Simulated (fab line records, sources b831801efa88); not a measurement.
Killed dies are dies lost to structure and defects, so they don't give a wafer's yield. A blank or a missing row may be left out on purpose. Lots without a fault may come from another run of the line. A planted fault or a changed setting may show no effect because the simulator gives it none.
fab line records | flow sky130
record lots=13 wafers=39 last_day=50
route steps=708 shown RES_PROTECT@214 POLY_GATE@236 LDD_LDN@300 SD_P@328 PAD_OPEN@708
lots that met no fault: from a run of the same line without faults
start_h: hours from the record's first day to the start of the lot's first wafer shown | wait_h: hours since the lot's step before | " the same as in the row above | L1.1+2: a row that stands for several wafers | - no value, or no start given | * or withheld: withheld | < > ~ a bound
route shown NAME@n: a module of which the file shows steps, and the number in the route of the first | usual: mean/standard deviation of fault-free wafers | same: alike in all rows | chamber/n: place in a boat | sites: the reading at each site | _std_site: their standard deviation | _edge_site: outer sites' mean less inner sites' | radius_mm: how far each site lies from the wafer's centre | mask NAME#n: copy n | behind: the tool/chamber that last shaped the wafer | hold: why the lot was held/for how many hours/how that ended | device: the transistor (n, p or np) that didn't switch | end of line: the same wafers' tests at the end of the route | a step without rows: its recipe alone | killed: dies lost to structure and defects at the first sort, not the wafer's yield | map: a wafer's dies, x killed, . not, _ none there
set.NAME: the setting as run; set.NAME@STEP: as run at that earlier step | model.NAME: the simulator's own value behind a step, which no gauge read
steps of the route over a sample of lots; a table a step, a row a wafer
services: from which hour (start_h, from the record's first day; less than 0 if before it) a tool's chamber was out of use, for how many hours, and why
## steps
# step SKY_RES_PROTECT_STRIP_07
# recipe chemistry=O2/N2 power_w=1400 pressure_mtorr=1500 platen_temp_c=withheld o2_flow_sccm=3000 n2_flow_sccm=300 overash_fraction=0.5
# usual drypump_motor_current_A=5.9/0.42 n2_flow_sccm=300.0/0.86 oes_product_au=0.518/0.0042 strip_time_to_endpoint_s=23.32/0.037
# columns lot.wafer tool chamber start_h wait_h drypump_motor_current_A n2_flow_sccm oes_product_au rf_hours_counter_h strip_time_to_endpoint_s
L596.1 plasma_asher-01 1 348.64 0.1 6.5 298.9 0.519 23 23.34
L596.5 " 1 " " 6.5 298.4 0.528 - 23.33
L596.6 " 0 " " 6.2 299.3 0.518 - 23.27
L597.2 plasma_asher-01 0 358.96 0.1 6.2 300.6 0.511 24 23.31
L597.4 " 0 " " 6.3 299.1 0.516 - 23.34
L597.5 " 1 " " 6.5 297.5 0.512 - 23.33
L599.2 plasma_asher-04 0 373.16 0.1 5.2 299.8 0.518 70 23.30
L599.3 " 0 " " 5.2 299.5 0.523 - 23.38
L599.4 " 1 " " 6.0 299.9 0.523 - 23.31
L601.2 plasma_asher-01 1 389.69 0.1 6.5 301.1 0.506 28 23.28
L601.4 " 0 " " 6.3 299.5 0.517 - 23.28
L601.6 " 0 " " 6.3 299.1 0.522 - 23.32
L602.1 plasma_asher-04 0 408.99 0.1 5.3 299.8 0.520 73 23.41
L602.5 " 0 " " 5.2 299.6 0.524 - 23.34
L602.6 " 1 " " 6.0 298.3 0.517 - 23.40
L603.2 plasma_asher-01 1 409.79 0.1 6.5 299.1 0.514 29 23.31
L603.3 " 0 " " 6.3 299.5 0.517 - 23.38
L603.5 " 0 " " 6.3 300.4 0.515 - 23.38
L604.2 plasma_asher-02 1 420.64 0.1 6.0 298.9 0.518 69 23.31
L604.4 " 1 " " 6.0 298.5 0.511 - 23.27
L604.5 " 1 " " 6.0 300.1 0.514 - 23.27
L610.1 plasma_asher-04 1 474.54 0.1 6.0 301.0 0.512 4 23.30
L610.2 " 0 " " 5.2 300.3 0.511 4 23.28
L610.3 " 1 " " 6.0 300.1 0.517 - 23.30
L612.3 plasma_asher-02 0 493.70 0.1 5.6 299.9 0.520 - 23.30
L612.4 " 1 " " 6.0 300.1 0.517 - 23.35
L612.5 " 0 " " 5.7 300.3 0.512 - 23.34
L613.1 plasma_asher-01 0 508.33 0.1 6.3 299.6 0.513 40 23.34
L613.2 " 1 " " 6.5 300.2 0.524 40 23.35
L613.5 " 1 " " 6.5 300.0 0.517 - 23.34
L614.3 plasma_asher-02 1 512.00 0.1 6.0 300.1 0.517 - 23.31
L614.4 " 0 " " 5.6 298.5 0.518 - 23.32
L614.5 " 1 " " 6.0 299.9 0.518 - 23.33
L615.1 plasma_asher-01 0 516.87 0.1 6.3 300.9 0.522 40 23.26
L615.2 " 1 " " 6.5 300.1 0.514 40 23.24
L615.4 " 1 " " 6.5 299.3 0.517 - 23.29
L616.4 plasma_asher-02 1 526.27 0.1 6.0 299.5 0.516 - 23.25
L616.5 " 1 " " 6.0 300.7 0.522 - 23.27
L616.6 " 0 " " 5.6 299.7 0.529 - 23.23
# step SKY_POLY_GATE_CD_MEAS_22
# usual cd_nm=149.4/2.3
# columns lot.wafer tool chamber start_h wait_h cd_nm
L596.1 cd_sem-01 - 380.79 0.1 149.2
L596.5 " - " " 152.7
L596.6 " - " " 149.5
L597.2 cd_sem-02 - 392.97 0.1 148.6
L597.4 " - " " 148.6
L597.5 " - " " 147.7
L599.2 cd_sem-02 - 405.66 0.1 150.3
L599.3 " - " " 148.8
L599.4 " - " " 146.2
L601.2 cd_sem-02 - 423.92 0.1 155.6
L601.4 " - " " 152.8
L601.6 " - " " 152.8
L603.2 cd_sem-01 - 444.84 0.1 151.4
L603.3 " - " " 147.0
L603.5 " - " " 149.3
L602.1 cd_sem-02 - 445.94 0.1 146.5
L602.5 " - " " 146.5
L602.6 " - " " 149.6
L604.2 cd_sem-02 - 455.90 0.1 149.3
L604.4 " - " " 151.9
L604.5 " - " " 150.4
L610.1 cd_sem-02 - 508.87 0.1 148.8
L610.2 " - " " 151.1
L610.3 " - " " 149.5
L612.3 cd_sem-02 - 528.31 0.1 148.6
L612.4 " - " " 148.6
L612.5 " - " " 146.2
L613.1 cd_sem-02 - 548.16 0.1 146.0
L613.2 " - " " 146.7
L613.5 " - " " 149.1
L614.3 cd_sem-01 - 548.23 0.1 151.1
L614.4 " - " " 150.8
L614.5 " - " " 149.4
L615.1 cd_sem-01 - 556.55 0.1 153.9
L615.2 " - " " 150.7
L615.4 " - " " 151.0
L616.4 cd_sem-01 - 562.36 0.1 150.9
L616.5 " - " " 152.1
L616.6 " - " " 147.9
# step SKY_LDD_LDN_IMPLANT_11
# recipe species=As energy_kev=15 dose_cm2=1.25e+13 tilt_deg=withheld rotation_deg=293
# usual beam_energy_keV=14.999/0.0044 dose_ions_cm2=1.2499e+13/1.3e+10
# columns lot.wafer tool chamber start_h wait_h beam_energy_keV dose_ions_cm2
L596.1 implanter-04 0 536.70 0.1 15.003 1.2513e+13
L596.5 " 0 " " 15.005 1.2508e+13
L596.6 " 0 " " 15.002 1.2499e+13
L597.2 implanter-03 0 548.75 0.1 14.993 1.2508e+13
L597.4 " 0 " " 14.998 1.2509e+13
L597.5 " 0 " " 14.994 1.2505e+13
L599.2 implanter-01 0 560.85 0.1 14.999 1.2491e+13
L599.3 " 0 " " 14.998 1.2508e+13
L599.4 " 0 " " 14.996 1.25e+13
L601.2 implanter-01 0 579.90 0.1 14.998 1.25e+13
L601.4 " 0 " " 14.994 1.2506e+13
L601.6 " 0 " " 14.996 1.2525e+13
L603.2 implanter-01 0 597.50 0.1 16.153 1.2483e+13
L603.3 " 0 " " 16.148 1.2514e+13
L603.5 " 0 " " 16.147 1.251e+13
L602.1 implanter-04 0 599.67 0.1 15.001 1.2491e+13
L602.5 " 0 " " 15.009 1.2507e+13
L602.6 " 0 " " 14.999 1.2494e+13
L604.2 implanter-01 0 609.78 0.1 16.144 1.2515e+13
L604.4 " 0 " " 16.141 1.2496e+13
L604.5 " 0 " " 16.141 1.2506e+13
L610.1 implanter-03 0 657.52 0.1 14.995 1.2475e+13
L610.2 " 0 " " 15.000 1.2506e+13
L610.3 " 0 " " 14.996 1.2489e+13
L612.3 implanter-01 0 675.60 0.1 14.994 1.2506e+13
L612.4 " 0 " " 14.995 1.2506e+13
L612.5 " 0 " " 14.999 1.2491e+13
L613.1 implanter-01 0 694.50 0.1 15.000 1.2492e+13
L613.2 " 0 " " 15.002 1.2511e+13
L613.5 " 0 " " 15.006 1.249e+13
L614.3 implanter-03 0 695.50 0.1 14.994 1.2493e+13
L614.4 " 0 " " 15.005 1.2517e+13
L614.5 " 0 " " 15.004 1.2485e+13
L615.1 implanter-01 0 703.65 0.1 14.996 1.2503e+13
L615.2 " 0 " " 14.995 1.2504e+13
L615.4 " 0 " " 14.990 1.2517e+13
L616.4 implanter-03 0 707.37 0.1 14.997 1.252e+13
L616.5 " 0 " " 15.001 1.2524e+13
L616.6 " 0 " " 15.008 1.2491e+13
# step SKY_SD_P_OVL_MEAS_08
# usual SD_P_OVL=0.2/1.1
# columns lot.wafer tool chamber start_h wait_h SD_P_OVL[nm]
L596.1 overlay-01 - 598.58 0.1 -0.4
L596.5 " - " " -1.2
L596.6 " - " " -1.6
L597.2 overlay-02 - 610.46 0.1 2.2
L597.4 " - " " 1.0
L597.5 " - " " 1.9
L599.2 overlay-02 - 620.74 0.1 0.9
L599.3 " - " " -0.4
L599.4 " - " " 0.2
L601.2 overlay-02 - 641.26 0.1 2.0
L601.4 " - " " 0.3
L601.6 " - " " 2.2
L603.2 overlay-01 - 658.26 0.1 -0.5
L603.3 " - " " -0.4
L603.5 " - " " -0.3
L602.1 overlay-01 - 659.25 0.1 0.3
L602.5 " - " " 0.7
L602.6 " - " " -0.3
L604.2 overlay-02 - 668.49 0.1 0.1
L604.4 " - " " 0.1
L604.5 " - " " 0.2
L610.1 overlay-01 - 716.85 0.1 -0.1
L610.2 " - " " -0.1
L610.3 " - " " 0.2
L612.3 overlay-02 - 734.92 0.1 0.9
L612.4 " - " " 0.1
L612.5 " - " " 1.1
L613.1 overlay-01 - 754.06 0.1 0.9
L613.2 " - " " 2.2
L613.5 " - " " -0.1
L614.3 overlay-02 - 756.35 0.1 -2.1
L614.4 " - " " -1.3
L614.5 " - " " -1.1
L615.1 overlay-01 - 762.35 0.1 -0.1
L615.2 " - " " -0.1
L615.4 " - " " -1.5
L616.4 overlay-01 - 765.60 0.1 -1.4
L616.5 " - " " -0.7
L616.6 " - " " 0.7
# step SKY_PAD_OPEN_PROBE_99
# usual killed_at_M0_to_M3=42/6.6 killed_at_M4_up=3.1/1.9 killed_at_contacts=25/5.7 killed_at_front_end=16/5 killed_at_other=0.2/0.38 killed_dies=86/9.6 killed_open=47/7.2 killed_short=39/6.2
# same gross_dies=492 killed_at_back_side=0
# columns lot.wafer tool chamber start_h wait_h killed_at_M0_to_M3 killed_at_M4_up killed_at_contacts killed_at_front_end killed_at_other killed_dies killed_open killed_short
L599.2 prober-02 - 1101.79 0.1 34 3 36 18 0 91 52 39
L599.3 prober-02 - 1101.84 0.2 51 2 25 13 1 92 48 44
L599.4 prober-02 - 1101.89 0.2 44 3 36 16 0 99 54 45
L601.2 prober-02 - 1118.91 0.1 37 3 33 25 0 98 45 53
L601.4 prober-02 - 1119.01 0.2 53 2 29 15 1 100 63 37
L601.6 prober-02 - 1119.11 0.2 39 5 28 35 1 108 56 52
L602.1 prober-01 - 1128.58 0.1 39 0 25 11 0 75 48 27
L602.5 prober-01 - 1128.78 0.2 46 3 23 14 0 86 48 38
L602.6 prober-01 - 1128.83 0.2 45 2 27 11 1 86 45 41
L610.1 prober-01 - 1167.74 0.1 38 4 22 19 0 83 47 36
L610.2 prober-01 - 1167.79 0.1 37 2 19 11 0 69 35 34
L610.3 prober-01 - 1167.84 0.2 51 1 29 15 0 96 50 46
L615.1 prober-02 - 1193.35 0.1 33 5 23 20 0 81 44 37
L615.2 prober-02 - 1193.40 0.1 39 2 21 16 0 78 42 36
L615.4 prober-02 - 1193.50 0.2 30 2 24 11 0 67 40 27
# killed by level:class
L599.2 CONTACT:geometric_particle:open=12 LI_CONTACT:geometric_particle:open=12 VIA1:geometric_particle:open=8 LOCAL_INTERCONNECT:geometric_particle:short=7 FIELD_ISO:geometric_particle:short=5 METAL1:geometric_particle:short=5 FIELD_ISO:geometric_particle:open=4 METAL2:geometric_particle:short=4
L599.3 VIA1:geometric_particle:open=12 LI_CONTACT:geometric_particle:open=8 POLY_GATE:geometric_particle:open=7 VIA1:geometric_particle:short=7 VIA3:geometric_particle:open=7 METAL1:geometric_particle:short=6 LOCAL_INTERCONNECT:geometric_particle:short=6 CONTACT:geometric_particle:open=6
L599.4 CONTACT:geometric_particle:open=12 LI_CONTACT:geometric_particle:open=10 VIA1:geometric_particle:open=7 LOCAL_INTERCONNECT:geometric_particle:short=7 VIA1:geometric_particle:short=6 METAL1:geometric_particle:short=6 VIA3:geometric_particle:open=6 POLY_GATE:geometric_particle:open=5
L601.2 CONTACT:geometric_particle:open=10 CONTACT:geometric_particle:short=9 FIELD_ISO:geometric_particle:short=8 LI_CONTACT:geometric_particle:open=8 VIA1:geometric_particle:short=6 FIELD_ISO:geometric_particle:open=5 POLY_GATE:geometric_particle:short=5 VIA1:geometric_particle:open=5
L601.4 CONTACT:geometric_particle:open=14 VIA1:geometric_particle:open=11 VIA2:geometric_particle:open=8 VIA1:geometric_particle:short=8 VIA3:geometric_particle:open=7 FIELD_ISO:geometric_particle:open=6 METAL2:geometric_particle:short=6 POLY_GATE:geometric_particle:open=5
L601.6 CONTACT:geometric_particle:open=13 FIELD_ISO:geometric_particle:open=9 FIELD_ISO:geometric_particle:short=9 POLY_GATE:geometric_particle:open=9 METAL2:geometric_particle:short=8 VIA2:geometric_particle:open=6 POLY_GATE:geometric_particle:short=5 METAL1:geometric_particle:short=5
L602.1 LI_CONTACT:geometric_particle:open=10 VIA1:geometric_particle:open=8 VIA3:geometric_particle:open=7 METAL1:geometric_particle:short=6 VIA2:geometric_particle:open=6 LI_CONTACT:geometric_particle:short=5 CONTACT:geometric_particle:open=5 FIELD_ISO:geometric_particle:short=4
L602.5 VIA3:geometric_particle:open=10 METAL1:geometric_particle:short=10 LI_CONTACT:geometric_particle:open=9 VIA2:geometric_particle:open=6 CONTACT:geometric_particle:short=6 CONTACT:geometric_particle:open=6 METAL2:geometric_particle:short=6 VIA1:geometric_particle:open=5
L602.6 LI_CONTACT:geometric_particle:open=11 VIA1:geometric_particle:open=10 METAL1:geometric_particle:short=10 METAL2:geometric_particle:short=7 LI_CONTACT:geometric_particle:short=6 CONTACT:geometric_particle:open=6 FIELD_ISO:geometric_particle:short=5 VIA2:geometric_particle:open=5
L610.1 CONTACT:geometric_particle:open=8 POLY_GATE:geometric_particle:open=6 LI_CONTACT:geometric_particle:open=6 VIA1:geometric_particle:open=6 LOCAL_INTERCONNECT:geometric_particle:short=5 METAL1:geometric_particle:short=5 VIA2:geometric_particle:open=5 POLY_GATE:geometric_particle:short=4
L610.2 VIA1:geometric_particle:open=13 VIA1:geometric_particle:short=6 METAL2:geometric_particle:short=6 CONTACT:geometric_particle:open=5 LI_CONTACT:geometric_particle:short=4 CONTACT:geometric_particle:short=4 FIELD_ISO:geometric_particle:short=3 LI_CONTACT:geometric_particle:open=3
L610.3 CONTACT:geometric_particle:open=12 VIA1:geometric_particle:open=12 METAL2:geometric_particle:short=8 CONTACT:geometric_particle:short=7 LI_CONTACT:geometric_particle:open=6 VIA1:geometric_particle:short=6 POLY_GATE:geometric_particle:open=5 VIA2:geometric_particle:open=5
L615.1 LI_CONTACT:geometric_particle:open=8 CONTACT:geometric_particle:open=7 VIA1:geometric_particle:open=6 FIELD_ISO:geometric_particle:open=5 FIELD_ISO:geometric_particle:short=5 CONTACT:geometric_particle:short=5 VIA1:geometric_particle:short=5 METAL2:geometric_particle:short=5
L615.2 VIA1:geometric_particle:open=12 METAL1:geometric_particle:short=8 CONTACT:geometric_particle:open=7 LOCAL_INTERCONNECT:geometric_particle:short=6 VIA2:geometric_particle:open=6 VIA3:geometric_particle:short=5 FIELD_ISO:geometric_particle:short=4 LI_CONTACT:geometric_particle:open=4
L615.4 VIA1:geometric_particle:open=11 CONTACT:geometric_particle:open=7 LI_CONTACT:geometric_particle:open=6 LOCAL_INTERCONNECT:geometric_particle:short=6 POLY_GATE:geometric_particle:open=5 VIA2:geometric_particle:open=5 METAL2:geometric_particle:short=3 VIA3:geometric_particle:short=3
## services
# columns tool chamber start_h hours kind
implanter-03 - 326.32 4.5 repair
implanter-04 - 350.07 4.0 repair
implanter-01 - 378.60 3.9 pm
implanter-04 - 380.70 0.7 repair
plasma_asher-04 - 388.27 2.8 repair
implanter-03 - 392.55 20.5 pm
plasma_asher-04 - 409.57 0.5 repair
plasma_asher-04 - 421.25 9.0 pm
plasma_asher-04 0 421.25 9.0 vent_cycle
implanter-01 - 425.02 2.9 pm
implanter-03 - 479.03 4.3 repair
implanter-01 - 496.19 3.5 repair
plasma_asher-02 - 497.32 14.6 pm
implanter-03 - 529.47 4.6 repair
implanter-04 - 533.28 1.2 repair
plasma_asher-01 - 547.37 0.4 repair
implanter-04 - 556.03 6.3 pm
implanter-04 - 570.14 2.0 repair
implanter-04 - 572.09 3.3 pm
plasma_asher-02 - 601.55 6.5 repair
implanter-01 - 602.30 2.1 repair
plasma_asher-01 - 671.89 0.4 repair
plasma_asher-04 - 679.80 14.6 pm
implanter-01 - 696.13 2.4 repair
## key
first_sign step=SKY_LDD_LDN_IMPLANT_11 reading=beam_energy_keV direction=up sigmas=99+ usual=* struck=*
effect none on later readings
met_at SKY_LDD_LDN_IMPLANT_11
struck_lots L603,L604
tester_left_out L603,L604
not_acting_at SKY_RES_PROTECT_STRIP_07,SKY_POLY_GATE_CD_MEAS_22,SKY_SD_P_OVL_MEAS_08
onset_between 579.90 597.50
fault kind=process_parameter_drift tool=implanter-01 chamber=- onset_h=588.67 steps=SKY_LDD_LDN_IMPLANT_11 channel=energy_kev offset=* shape=step end_h=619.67 acts_in=* stated=*
# tester_left_out: of these lots the tester's yield and bins aren't shown, on N5 and GAA mostly nor the transistor test; their killed dies are dies lost to structure and defects alone, not to doping, threshold or leakage, so they don't give the yield
